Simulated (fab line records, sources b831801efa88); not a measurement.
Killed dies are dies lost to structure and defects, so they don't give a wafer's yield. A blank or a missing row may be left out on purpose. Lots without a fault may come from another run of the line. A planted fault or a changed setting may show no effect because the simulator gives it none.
A struck lot beside a sound one | flow sky130 | 32 steps out of a route of 708
Sound: wafers L970.3, L970.4, L970.6. Struck: wafers L981.2, L981.5, L981.6. The cause comes at the end.
At each step with rows: each side's tool, then ch and its chambers, then its first start. Under that, the readings that differ: sound wafers | struck wafers | difference of the means | sigmas: that difference in standard deviations of wafers without a fault.
alike: readings whose means differ by less than 2 such deviations, and words and numbers that are the same on both sides. not compared: withheld readings, readings that some wafer has no value for, bounds like >300 that may hide the same value, and numbers for which the record gives no deviation and whose values overlap.
The two part at a step that has a row with sigmas, a row that says differs or no value, or rows on one side only. Numbers that don't overlap but have no deviation are shown without sigmas and don't part them. A reading that every wafer of one side lacks parts them only if that side has two wafers or more.

SKY_PWDE_OVL_MEAS_07:
  sound on overlay-02, day 4 10:41; struck on overlay-02, day 6 14:57
  reading       | sound       | struck         | difference | sigmas
  PWDE_OVL (nm) | 1.6 1.5 0.7 | -3.6 -2.8 -3.5 | -4.6       | -3
then, 1 step without rows for these wafers: SKY_PWDE_IMPLANT_08.
SKY_PWDE_STRIP_09: strips in O2/N2.
  sound on plasma_asher-03 ch 0,1, day 4 10:53; struck on plasma_asher-03 ch 0,1, day 6 15:08
  reading                      | sound             | struck            | difference | sigmas
  strip_time_to_endpoint_s (s) | 36.88 36.79 36.89 | 37.07 37.20 37.22 | +0.31      | +3
  alike: drypump_motor_current_A, oes_product_au
  not compared: rf_hours_counter_h
SKY_PWDE_TW_MEAS_10:
  sound on film_metro-03, day 4 10:58; struck on film_metro-03, day 6 15:14
  alike: PWDE_TW
then, 7 steps without rows for these wafers: SKY_NWELL_DEHYDRATE_03 (time 60 s); SKY_NWELL_HMDS_04 (prime time 60 s); SKY_NWELL_COAT_05 (resist thk 3000 nm); SKY_NWELL_SOFTBAKE_06; SKY_NWELL_EXPOSE_07 (exposes mask NWM, target cd 840 nm); SKY_NWELL_PEB_08; SKY_NWELL_DEVELOP_09 (develop time 60 s).
SKY_NWELL_OVL_MEAS_10:
  sound on overlay-02, day 5 04:07; struck on overlay-01, day 7 10:25
  alike: NWELL_00_OVL
SKY_NWELL_IMPLANT_11:
  sound on implanter-02 ch 0, day 5 04:11; struck on implanter-02 ch 0, day 7 10:28
  reading       | sound                            | struck                           | difference  | sigmas
  dose_ions_cm2 | 1.9007e+13 1.8971e+13 1.8979e+13 | 1.8374e+13 1.8427e+13 1.8439e+13 | -5.7233e+11 | -25
then, 2 steps without rows for these wafers: SKY_NWELL_IMPLANT_12; SKY_NWELL_IMPLANT_13.
SKY_NWELL_STRIP_14: strips in O2/N2.
  sound on plasma_asher-01 ch 0,1, day 5 04:37; struck on plasma_asher-03 ch 0,1, day 7 10:54
  alike: drypump_motor_current_A, oes_product_au, strip_time_to_endpoint_s
  not compared: rf_hours_counter_h
SKY_NWELL_TW_MEAS_15:
  sound on film_metro-04, day 5 04:42; struck on film_metro-04, day 7 11:01
  reading  | sound          | struck         | difference | sigmas
  NWELL_TW | 1811 1816 1827 | 1780 1797 1792 | -28        | -2
then, 7 steps without rows for these wafers: SKY_NWELL_DEHYDRATE_16 (time 60 s); SKY_NWELL_HMDS_17 (prime time 62.9 s); SKY_NWELL_COAT_18 (resist thk 3000 nm); SKY_NWELL_SOFTBAKE_19; SKY_NWELL_EXPOSE_20 (exposes mask NWM COMPLEMENT, target cd 840 nm); SKY_NWELL_PEB_21; SKY_NWELL_DEVELOP_22 (develop time 60 s).
SKY_NWELL_OVL_MEAS_23:
  sound on overlay-02, day 5 22:44; struck on overlay-02, day 8 07:11
  alike: NWELL_01_OVL
then, 1 step without rows for these wafers: SKY_NWELL_IMPLANT_24.
SKY_NWELL_STRIP_25: strips in O2/N2.
  sound on plasma_asher-02 ch 0,1, day 5 22:56; struck on plasma_asher-03 ch 0,1, day 8 07:22
  alike: drypump_motor_current_A, oes_product_au, strip_time_to_endpoint_s
  not compared: rf_hours_counter_h
SKY_NWELL_TW_MEAS_26:
  sound on film_metro-03, day 5 23:02; struck on film_metro-04, day 8 07:28
  alike: NWELL_2_TW
then, 1 step without rows for these wafers: SKY_NWELL_CLEAN_27 (cleans in SC1/SC2, time 150 s).
SKY_NWELL_RTA_28: time 30 s.
  sound on rtp_anneal-02 ch 0, day 5 23:09; struck on rtp_anneal-01 ch 0, day 8 07:35
  alike: lamp_power_pct, wafer_temp_C_max
SKY_NWELL_RS_MEAS_29: measures by four-point-probe.
  sound on film_metro-04, day 5 23:16; struck on film_metro-01, day 8 07:41
  reading           | sound             | struck            | difference | sigmas
  NWELL_RS (ohm/sq) | 627.1 625.7 626.0 | 636.7 637.5 636.1 | +10.5      | +5
SKY_PAD_OPEN_PROBE_99:
  the record has rows for the sound wafers here (prober-02, day 46 06:43) and none for the struck ones

WHERE THEY PART
First at SKY_PWDE_OVL_MEAS_07; last, within this record, at SKY_PAD_OPEN_PROBE_99.

WHY: what the simulator had put in
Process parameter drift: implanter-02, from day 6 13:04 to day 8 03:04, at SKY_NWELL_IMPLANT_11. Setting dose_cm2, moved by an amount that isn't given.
